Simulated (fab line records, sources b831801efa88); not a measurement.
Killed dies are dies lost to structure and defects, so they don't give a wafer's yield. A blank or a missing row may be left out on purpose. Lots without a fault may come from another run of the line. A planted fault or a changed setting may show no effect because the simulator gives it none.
fab line records | flow sky130 | part 2 of 2: steps 30 to 39 of 39
record lots=5 wafers=15 last_day=49
route steps=708 shown SD_N@348 SD_P@359 RES_XHIGH@360 SALICIDE@361 LI_CONTACT@362 LOCAL_INTERCONNECT@387
lots that met no fault: from a run of the same line without faults
start_h: hours from the record's first day to the start of the lot's first wafer shown | wait_h: hours since the lot's step before | " the same as in the row above | L1.1+2: a row that stands for several wafers | - no value, or no start given | * or withheld: withheld | < > ~ a bound
route shown NAME@n: a module of which the file shows steps, and the number in the route of the first | usual: mean/standard deviation of fault-free wafers | same: alike in all rows | chamber/n: place in a boat | sites: the reading at each site | _std_site: their standard deviation | _edge_site: outer sites' mean less inner sites' | radius_mm: how far each site lies from the wafer's centre | mask NAME#n: copy n | behind: the tool/chamber that last shaped the wafer | hold: why the lot was held/for how many hours/how that ended | device: the transistor (n, p or np) that didn't switch | end of line: the same wafers' tests at the end of the route | a step without rows: its recipe alone | killed: dies lost to structure and defects at the first sort, not the wafer's yield | map: a wafer's dies, x killed, . not, _ none there
set.NAME: the setting as run; set.NAME@STEP: as run at that earlier step | model.NAME: the simulator's own value behind a step, which no gauge read
lots at some steps of the route; a table a step, a row a wafer
services: from which hour (start_h, from the record's first day; less than 0 if before it) a tool's chamber was out of use, for how many hours, and why
## steps
# step SKY_LI_CONTACT_STRIP_16
# recipe chemistry=O2/N2 power_w=1400 pressure_mtorr=1500 platen_temp_c=withheld o2_flow_sccm=3000 n2_flow_sccm=300 overash_fraction=0.5
# usual drypump_motor_current_A=5.87/0.25 oes_product_au=0.376/0.0042 strip_time_to_endpoint_s=3.51/0.032
# columns lot.wafer tool chamber start_h wait_h drypump_motor_current_A oes_product_au rf_hours_counter_h strip_time_to_endpoint_s
L075.2 plasma_asher-01 1 691.77 - 6.00 0.374 26 3.49
L075.4 " 0 " " 5.42 0.374 - 3.45
L075.6 " 1 " " 6.00 0.375 - 3.49
L080.1 plasma_asher-04 1 728.47 - 5.86 0.378 59 3.49
L080.2 " 0 " " 5.70 0.371 59 3.52
L080.4 " 0 " " 5.70 0.378 - 3.53
L086.1 plasma_asher-03 0 776.22 - 5.99 0.369 95 3.45
L086.3 " 0 " " 5.98 0.385 - 3.50
L086.5 " 1 " " 6.19 0.378 - 3.47
L088.4 plasma_asher-03 1 786.27 - 6.20 0.372 - 3.48
L088.5 " 0 " " 5.99 0.377 - 3.48
L088.6 " 1 " " 6.22 0.378 - 3.50
L091.4 plasma_asher-01 0 808.36 - 5.42 0.377 - 3.51
L091.5 " 0 " " 5.42 0.375 - 3.49
L091.6 " 1 " " 6.01 0.371 - 3.53
# step SKY_LI_CONTACT_CLEAN_17
# recipe chemistry=NMP time_s=600 temp_c=60 dry=n2_spin
# columns lot.wafer tool chamber start_h wait_h
L075.2+4+6 wet_bench-04 0 691.87 0.1
L080.1+2+4 wet_bench-02 0 728.57 0.1
L086.1+3+5 wet_bench-04 2 776.32 0.1
L088.4+5+6 wet_bench-04 3 786.34 0.0
L091.4+5+6 wet_bench-02 2 808.43 0.0
# step SKY_LI_CONTACT_PRE_CLEAN_18
# recipe gas=Ar time_s=5.6 bias_v=358
# columns lot.wafer tool chamber start_h wait_h
L075.2+4+6 pvd_sputter-02 - 692.06 0.0
L080.1+2+4 pvd_sputter-04 - 728.76 0.0
L086.1+3+5 pvd_sputter-03 - 776.51 0.0
L088.4+5+6 pvd_sputter-02 - 786.52 0.0
L091.4+5+6 pvd_sputter-04 - 808.62 0.0
# step SKY_LI_CONTACT_SPUTTER_19
# recipe material=Ti target_thk_nm=20 chamber_pressure_pa=5 power_w=2500 substrate_temp_c=200 time_s=106.37
# usual throttle_valve_pct=29.6/0.85
# columns lot.wafer tool chamber start_h wait_h throttle_valve_pct
L075.2 pvd_sputter-02 - 692.08 0.0 29.6
L075.4 " - " " 30.0
L075.6 " - " " 29.5
L080.1 pvd_sputter-04 - 728.78 0.0 29.0
L080.2 " - " " 30.3
L080.4 " - " " 27.8
L086.1 pvd_sputter-03 - 776.53 0.0 28.6
L086.3 " - " " 29.5
L086.5 " - " " 29.6
L088.4 pvd_sputter-02 - 786.54 0.0 29.3
L088.5 " - " " 29.6
L088.6 " - " " 30.8
L091.4 pvd_sputter-04 - 808.64 0.0 28.8
L091.5 " - " " 30.3
L091.6 " - " " 30.1
# step SKY_LI_CONTACT_SPUTTER_20
# recipe material=TiN target_thk_nm=20 chamber_pressure_pa=5 power_w=4000 time_s=80
# usual throttle_valve_pct=29.6/0.85
# columns lot.wafer tool chamber start_h wait_h throttle_valve_pct
L075.2 pvd_sputter-02 - 692.16 0.0 29.6
L075.4 " - " " 30.0
L075.6 " - " " 29.7
L080.1 pvd_sputter-04 - 728.86 0.0 29.1
L080.2 " - " " 30.5
L080.4 " - " " 28.0
L086.1 pvd_sputter-03 - 776.61 0.0 28.4
L086.3 " - " " 29.6
L086.5 " - " " 29.9
L088.4 pvd_sputter-02 - 786.61 0.0 29.2
L088.5 " - " " 29.5
L088.6 " - " " 30.9
L091.4 pvd_sputter-04 - 808.71 0.0 29.2
L091.5 " - " " 30.4
L091.6 " - " " 30.0
# step SKY_LI_CONTACT_CVD_21
# recipe material=W target_thk_nm=400 time_s=120.56 temp_c=400 pressure_torr=40
# usual heater_power_w=850/77
# columns lot.wafer tool chamber start_h wait_h heater_power_w
L075.2 cvd_w-01 0 692.22 0.0 814
L075.4 " 1 " " 871
L075.6 " 1 " " 869
L080.1 cvd_w-02 1 728.92 0.0 965
L080.2 " 0 " " 725
L080.4 " 1 " " 980
L086.1 cvd_w-01 1 776.67 0.0 862
L086.3 " 1 " " 890
L086.5 " 0 " " 825
L088.4 cvd_w-01 1 786.71 0.1 877
L088.5 " 0 " " 811
L088.6 " 1 " " 875
L091.4 cvd_w-02 0 808.82 0.1 758
L091.5 " 0 " " 742
L091.6 " 1 " " 953
# step SKY_LI_CONTACT_RS_MEAS_22
# recipe thk_meas_gauge=four-point-probe reads=W_of_LI_CONTACT_CVD_21+TiN_of_LI_CONTACT_SPUTTER_20+Ti_of_LI_CONTACT_SPUTTER_19
# usual LI_CONTACT_W_RS=0.284/0.0053
# columns lot.wafer tool chamber start_h wait_h LI_CONTACT_W_RS[ohm/sq]
L075.2 film_metro-04 - 692.36 0.1 0.279
L075.4 " - " " 0.283
L075.6 " - " " 0.282
L080.1 film_metro-01 - 729.04 0.1 0.290
L080.2 " - " " 0.284
L080.4 " - " " 0.287
L086.1 film_metro-03 - 776.79 0.1 0.283
L086.3 " - " " 0.286
L086.5 " - " " 0.273
L088.4 film_metro-04 - 786.86 0.1 0.283
L088.5 " - " " 0.275
L088.6 " - " " 0.283
L091.4 film_metro-04 - 808.96 0.1 0.291
L091.5 " - " " 0.288
L091.6 " - " " 0.294
# step SKY_LI_CONTACT_THK_MEAS_23
# recipe thk_meas_gauge=xrf reads=W_of_LI_CONTACT_CVD_21
# usual LI_CONTACT_W_THK=393/7.8
# columns lot.wafer tool chamber start_h wait_h LI_CONTACT_W_THK[nm]
L075.2 film_metro-04 - 692.47 0.1 396
L075.4 " - " " 391
L075.6 " - " " 393
L080.1 film_metro-01 - 729.16 0.1 382
L080.2 " - " " 388
L080.4 " - " " 387
L086.1 film_metro-03 - 776.91 0.1 395
L086.3 " - " " 390
L086.5 " - " " 408
L088.4 film_metro-04 - 786.95 0.1 393
L088.5 " - " " 405
L088.6 " - " " 392
L091.4 film_metro-04 - 809.05 0.1 384
L091.5 " - " " 391
L091.6 " - " " 381
# step SKY_LI_CONTACT_CMP_24
# recipe stop_on=PSG t_overpolish_s=20 down_force_psi=3.5 platen_rpm=60 target_thk_nm=0 pad_velocity_m_s=0.94248
# usual motor_current_A=10.3/0.7 overpolish_run_s=20.000/0.0088 time_to_endpoint_s=95/4.9
# columns lot.wafer tool chamber start_h wait_h motor_current_A overpolish_run_s time_to_endpoint_s
L075.2 cmp-02 0 692.52 0.0 10.3 19.989 102
L075.4 " 1 " " 10.9 20.019 92
L075.6 " 1 " " 10.6 20.002 89
L080.2 cmp-02 1 729.22 0.0 10.6 20.020 94
L080.4 " 2 " " 10.1 19.999 99
L080.1 " 3 " " 8.9 19.994 97
L086.3 cmp-01 0 776.97 0.0 10.4 20.003 93
L086.1 " 3 " " 10.9 19.996 95
L086.5 " 0 " " 10.8 20.011 95
L088.4 cmp-02 2 787.25 0.3 9.5 20.008 101
L088.6 " 1 " " 11.1 19.988 91
L088.5 " 2 " " 9.4 20.012 99
L091.4 cmp-01 0 809.23 0.2 10.4 20.004 85
L091.5 " 1 " " 10.9 19.988 89
L091.6 " 2 " " 10.3 20.005 87
# step SKY_LOCAL_INTERCONNECT_SPUTTER_00
# recipe material=TiN target_thk_nm=100 temp_c=300 power_w=6500 time_s=83.3 chamber_pressure_pa=0.4
# usual throttle_valve_pct=29.8/0.67
# columns lot.wafer tool chamber start_h wait_h throttle_valve_pct
L075.2 pvd_sputter-03 - 692.82 0.2 28.9
L075.4 " - " " 30.6
L075.6 " - " " 29.5
L080.1 pvd_sputter-02 - 729.52 0.1 30.1
L080.2 " - " " 30.7
L080.4 " - " " 29.4
L086.1 pvd_sputter-01 - 777.27 0.1 29.1
L086.3 " - " " 30.1
L086.5 " - " " 29.1
L088.4 pvd_sputter-02 - 787.50 0.2 30.5
L088.5 " - " " 30.3
L088.6 " - " " 29.7
L091.4 pvd_sputter-02 - 809.38 0.1 30.7
L091.5 " - " " 29.4
L091.6 " - " " 30.0
## services
# columns tool chamber start_h hours kind
krf_scanner-01 - 640.76 1.3 pm
plasma_asher-03 - 645.55 0.4 repair
plasma_asher-03 - 648.26 14.6 pm
krf_scanner-01 - 666.80 4.0 pm
pvd_sputter-03 - 668.58 9.7 repair
cmp-02 - 669.01 8.9 pm
wet_bench-02 - 682.41 2.8 repair
cmp-01 - 683.61 2.3 repair
cmp-02 - 693.93 4.3 repair
pvd_sputter-04 - 696.44 0.6 repair
wet_bench-04 - 716.71 2.2 repair
pvd_sputter-03 - 719.28 15.5 repair
pvd_sputter-02 - 738.38 4.9 repair
cmp-02 - 742.26 0.5 repair
cmp-02 - 744.00 4.0 pm
implanter-01 - 745.10 0.7 repair
rie_diel-01 2 748.56 4.4 repair
krf_scanner-01 - 771.53 0.8 pm
implanter-01 - 771.59 4.6 pm
pvd_sputter-02 - 772.08 10.3 repair
cmp-01 - 786.76 5.6 pm
wet_bench-04 - 796.02 6.9 repair
implanter-01 - 797.45 0.6 repair
cmp-02 - 808.72 0.5 repair
